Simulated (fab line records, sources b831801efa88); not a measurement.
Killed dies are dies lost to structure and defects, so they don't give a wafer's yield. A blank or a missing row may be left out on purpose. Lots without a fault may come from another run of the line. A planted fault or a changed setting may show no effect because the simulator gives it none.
Which tool did it? | flow gf180mcu | 13 lots, 39 wafers sampled, at 5 steps of a route of 602

WHAT THE GAUGES READ, wafer by wafer
GF_VT_IMPLANT_TW_MEAS_10. Usual: VT_IMPLANT_TW 565.6, standard deviation 2.9.
lot  | measured     | on            | VT_IMPLANT_TW     | flag
L530 | day 5 22:08  | film_metro-04 | 565.2 568.1 571.9 |
L531 | day 6 08:04  | film_metro-03 | 568.0 561.1 566.6 |
L532 | day 6 15:44  | film_metro-03 | 566.2 569.4 566.9 |
L533 | day 6 18:46  | film_metro-04 | 563.8 563.5 563.1 |
L534 | day 6 22:31  | film_metro-04 | 559.9 562.5 563.8 |
L537 | day 7 16:53  | film_metro-03 | 569.0 568.3 569.3 |
L538 | day 7 23:11  | film_metro-04 | 569.4 568.5 569.1 |
L541 | day 8 21:46  | film_metro-04 | 568.7 569.2 566.3 |
L546 | day 10 01:13 | film_metro-04 | 567.6 566.8 564.7 |
L547 | day 10 07:34 | film_metro-03 | 561.4 564.9 563.0 |
L549 | day 10 22:32 | film_metro-02 | 567.0 565.9 562.0 |
L551 | day 11 11:35 | film_metro-03 | 564.2 568.8 568.5 |
L552 | day 11 15:54 | film_metro-04 | 562.8 564.0 561.4 |

GF_V1_CD_MEAS_14: target cd 260 nm. Usual: cd_nm 260.2 nm, standard deviation 1.2.
lot  | measured     | on        | cd_nm (nm)        | flag
L530 | day 18 19:19 | cd_sem-02 | 261.0 262.9 260.9 |
L531 | day 19 09:28 | cd_sem-02 | 260.0 258.9 259.7 |
L532 | day 20 00:58 | cd_sem-01 | 259.9 260.1 260.9 |
L533 | day 20 01:41 | cd_sem-01 | 260.8 259.6 259.1 |
L534 | day 20 08:14 | cd_sem-02 | 259.7 259.5 259.7 |
L537 | day 21 11:13 | cd_sem-02 | 260.7 260.2 261.4 |
L538 | day 21 20:04 | cd_sem-02 | 259.0 259.0 257.7 |
L541 | day 22 23:38 | cd_sem-01 | 262.2 261.7 263.1 |
L546 | day 24 19:36 | cd_sem-01 | 259.7 260.1 261.4 |
L547 | day 25 03:01 | cd_sem-02 | 260.0 261.3 259.8 |
L549 | day 26 01:11 | cd_sem-02 | 261.0 261.1 262.5 |
L551 | day 26 08:15 | cd_sem-01 | 261.7 260.4 260.5 |
L552 | day 26 20:10 | cd_sem-01 | 259.3 260.0 259.8 |

WHICH TOOL RAN EACH LOT (tool, then ch and the chambers of the sampled wafers, then the start)
lot  | GF_STI_STRIP_15                     | GF_HV_LDD_COAT_14                 | GF_HV_LDD_STRIP_22
L530 | plasma_asher-02 ch 0,1, day 2 07:25 | litho_track-04 ch 0, day 10 19:46 | plasma_asher-03 ch 0,1, day 11 05:18
L531 | plasma_asher-02 ch 0,1, day 2 12:29 | litho_track-01 ch 0, day 11 07:25 | plasma_asher-02 ch 0,1, day 11 17:16
L532 | plasma_asher-03 ch 0,1, day 2 17:56 | litho_track-04 ch 0, day 11 20:02 | plasma_asher-03 ch 0,1, day 12 06:20
L533 | plasma_asher-02 ch 0, day 2 22:23   | litho_track-02 ch 0, day 11 20:34 | plasma_asher-04 ch 0,1, day 12 06:44
L534 | plasma_asher-01 ch 0,1, day 3 03:36 | litho_track-04 ch 0, day 12 02:17 | plasma_asher-03 ch 0,1, day 12 12:31
L537 | plasma_asher-02 ch 0,1, day 3 18:51 | litho_track-01 ch 0, day 12 22:46 | plasma_asher-02 ch 0,1, day 13 09:47
L538 | plasma_asher-01 ch 0,1, day 3 23:59 | litho_track-04 ch 0, day 13 06:32 | plasma_asher-03 ch 0,1, day 13 17:27
L541 | plasma_asher-02 ch 0,1, day 4 15:54 | litho_track-01 ch 0, day 14 08:44 | plasma_asher-03 ch 0, day 14 19:28
L546 | plasma_asher-03 ch 0,1, day 5 18:33 | litho_track-01 ch 0, day 16 00:23 | plasma_asher-04 ch 0,1, day 16 12:25
L547 | plasma_asher-01 ch 0,1, day 5 22:34 | litho_track-02 ch 0, day 16 08:11 | plasma_asher-04 ch 0,1, day 16 19:56
L549 | plasma_asher-03 ch 0,1, day 6 09:25 | litho_track-01 ch 0, day 17 05:26 | plasma_asher-03 ch 0,1, day 17 17:47
L551 | plasma_asher-01 ch 0,1, day 6 21:53 | litho_track-01 ch 0, day 17 17:04 | plasma_asher-04 ch 0,1, day 18 05:32
L552 | plasma_asher-03 ch 0,1, day 7 00:51 | litho_track-02 ch 0, day 18 02:59 | plasma_asher-03 ch 0,1, day 18 15:20
- GF_STI_STRIP_15: strips in O2/N2.
- GF_HV_LDD_COAT_14: resist thk 1000 nm.
- GF_HV_LDD_STRIP_22: strips in O2/N2.

WHAT THE TOOLS THEMSELVES READ (means of the sampled wafers that have a number; where no wafer has one, the mark that the record gives instead)
GF_STI_STRIP_15. Usual: drypump_motor_current_A 5.60 A, standard deviation 0.21; heater_power_w 318 W, standard deviation 32; oes_product_au 0.386 a.u., standard deviation 0.0056; strip_time_to_endpoint_s 3.76 s, standard deviation 0.07.
lot  | tool            | drypump_motor_current_A (A) | heater_power_w (W) | oes_product_au (a.u.) | strip_time_to_endpoint_s (s) | flag
L530 | plasma_asher-02 | 5.65                        | 303                | 0.389                 | 3.77                         |
L531 | plasma_asher-02 | 5.74                        | 325                | 0.385                 | 3.76                         |
L532 | plasma_asher-03 | 5.26                        | 309                | 0.391                 | 3.82                         |
L533 | plasma_asher-02 | 5.82                        | 359                | 0.389                 | 3.83                         |
L534 | plasma_asher-01 | 5.69                        | 335                | 0.377                 | 3.73                         |
L537 | plasma_asher-02 | 5.74                        | 329                | 0.395                 | 3.86                         |
L538 | plasma_asher-01 | 5.66                        | 322                | 0.381                 | 3.70                         |
L541 | plasma_asher-02 | 5.74                        | 332                | 0.385                 | 3.80                         |
L546 | plasma_asher-03 | 5.24                        | 311                | 0.386                 | 3.83                         |
L547 | plasma_asher-01 | 5.65                        | 318                | 0.389                 | 3.84                         |
L549 | plasma_asher-03 | 5.26                        | 310                | 0.385                 | 3.73                         |
L551 | plasma_asher-01 | 5.67                        | 323                | 0.385                 | 3.73                         |
L552 | plasma_asher-03 | 5.42                        | 310                | 0.385                 | 3.72                         |

GF_HV_LDD_COAT_14. Usual: spin_speed_rpm 2999.7 rpm, standard deviation 2.
lot  | tool           | spin_speed_rpm (rpm) | flag
L530 | litho_track-04 | 2998.5               |
L531 | litho_track-01 | 2999.8               |
L532 | litho_track-04 | 3000.5               |
L533 | litho_track-02 | 3000.1               |
L534 | litho_track-04 | 3000.0               |
L537 | litho_track-01 | 2999.5               |
L538 | litho_track-04 | 2999.5               |
L541 | litho_track-01 | 2999.5               |
L546 | litho_track-01 | 3000.1               |
L547 | litho_track-02 | 2998.6               |
L549 | litho_track-01 | 3192.3               | OFF
L551 | litho_track-01 | 3192.3               | OFF
L552 | litho_track-02 | 2999.3               |

GF_HV_LDD_STRIP_22. Usual: drypump_motor_current_A 5.5 A, standard deviation 0.34; heater_power_w 315 W, standard deviation 31; oes_product_au 0.717 a.u., standard deviation 0.0042; strip_time_to_endpoint_s 12.65 s, standard deviation 0.043.
lot  | tool            | drypump_motor_current_A (A) | heater_power_w (W) | oes_product_au (a.u.) | strip_time_to_endpoint_s (s) | flag
L530 | plasma_asher-03 | 5.3                         | 306                | 0.712                 | 12.69                        |
L531 | plasma_asher-02 | 5.7                         | 288                | 0.717                 | 12.63                        |
L532 | plasma_asher-03 | 5.3                         | 312                | 0.710                 | 12.69                        |
L533 | plasma_asher-04 | 5.9                         | 332                | 0.715                 | 12.64                        |
L534 | plasma_asher-03 | 5.4                         | 308                | 0.719                 | 12.68                        |
L537 | plasma_asher-02 | 5.7                         | 291                | 0.718                 | 12.68                        |
L538 | plasma_asher-03 | 5.4                         | 305                | 0.718                 | 12.67                        |
L541 | plasma_asher-03 | 5.1                         | 307                | 0.714                 | 12.62                        |
L546 | plasma_asher-04 | 5.9                         | 330                | 0.713                 | 12.67                        |
L547 | plasma_asher-04 | 5.9                         | 328                | 0.716                 | 12.67                        |
L549 | plasma_asher-03 | 5.4                         | 311                | 0.713                 | 12.26                        | OFF
L551 | plasma_asher-04 | 5.9                         | 337                | 0.721                 | 12.33                        | OFF
L552 | plasma_asher-03 | 5.3                         | 308                | 0.717                 | 12.72                        |

THE ANSWER, worked out from the rows above alone
Rule: a lot is off if the mean of its wafers that have a number lies more than 3 standard deviations from the usual mean. A lot without any number at a reading at which 4 lots or more have one is off too. The other lots that the step has rows for count as sound. The gauges are gone through in route order, then the tools' own readings, and for those a lot's mean is taken as printed above. The first step at which some lot is off is used, and at that step the reading that is off furthest; a lot without a number counts as furthest.
Off: L549, L551, at GF_HV_LDD_COAT_14 (spin_speed_rpm).
A tool fits if, at that step or a process step before it, it ran every lot that is off, and no sound lot after the first of them. One fits: litho_track-01 at GF_HV_LDD_COAT_14. Its last sound lot is L546 (day 16 00:23), its first lot that is off L549 (day 17 05:26): a fault that began between those two fits.
The tool's own readings at GF_HV_LDD_COAT_14 bear it out: on the lots that are off they differ by more than 5 times the standard deviation of the sound lots' means. spin_speed_rpm reads 3192.3 rpm there against 2999.6 rpm on the sound lots.

WHAT THE SIMULATOR HAD PUT IN
Process parameter drift: litho_track-01, from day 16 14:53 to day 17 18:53, at GF_HV_LDD_COAT_14. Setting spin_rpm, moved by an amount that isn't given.
Lots struck among those shown: L549, L551. The rule above found the same.
